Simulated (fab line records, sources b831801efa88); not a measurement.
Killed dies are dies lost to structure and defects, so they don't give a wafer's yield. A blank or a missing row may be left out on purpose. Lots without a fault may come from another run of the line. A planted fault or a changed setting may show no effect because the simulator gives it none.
Chamber matching | flow gf180mcu | GF_V5_CMP_04 on cmp-01: 4 sister chambers
The step polishes SiO2. 14 wafers are shown with their chamber, then 7 later ones without.

WAFERS WITH THEIR CHAMBER
wafer  | chamber | motor_current_A (A)
L976.3 | 3       | 12.4
L976.4 | 2       | 10.5
L976.5 | 0       | 10.4
L979.1 | 3       | 12.5
L979.3 | 0       | 10.6
L979.5 | 3       | 12.7
L981.1 | 2       | 10.3
L981.4 | 0       | 10.8
L981.6 | 2       | 10.4
L983.2 | 2       | 10.1
L983.3 | 1       | 11.5
L983.4 | 3       | 12.5
L984.1 | 0       | 10.5
L984.4 | 2       | 10.3

SIGNATURES (means of the wafers above)
reading         | chamber 0 | chamber 1 | chamber 2 | chamber 3 | scatter within a chamber
motor_current_A | 10.575    | 11.500    | 10.320    | 12.525    | 0.149
Rule: a wafer's distance from a chamber is the root of the sum, over the readings, of the square of ((its reading less the chamber's mean) divided by the reading's scatter). The wafer belongs to the nearest chamber; if the next one is less than 2 further off, it can't be placed. The scatter: the root of (the sum of the squares of (reading less its chamber's mean) over the shown wafers, divided by (wafers less chambers)).

WAFERS WITHOUT THEIR CHAMBER
wafer  | motor_current_A (A)
L984.6 | 12.6
L990.1 | 9.7
L990.2 | 10.1
L990.5 | 10.6
L997.1 | 10.4
L997.2 | 10.2
L997.3 | 12.2

WHICH CHAMBER EACH WENT THROUGH
wafer  | from the rows above     | in truth
L984.6 | 3                       | 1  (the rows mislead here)
L990.1 | can't be placed: 2 or 0 | 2
L990.2 | can't be placed: 2 or 0 | 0
L990.5 | can't be placed: 0 or 2 | 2
L997.1 | can't be placed: 2 or 0 | 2
L997.2 | can't be placed: 2 or 0 | 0
L997.3 | 3                       | 3
Placed correctly: 1 of 7. Can't be placed from these rows: 5 (the true chamber is among the candidates in 5). Placed wrongly: 1.
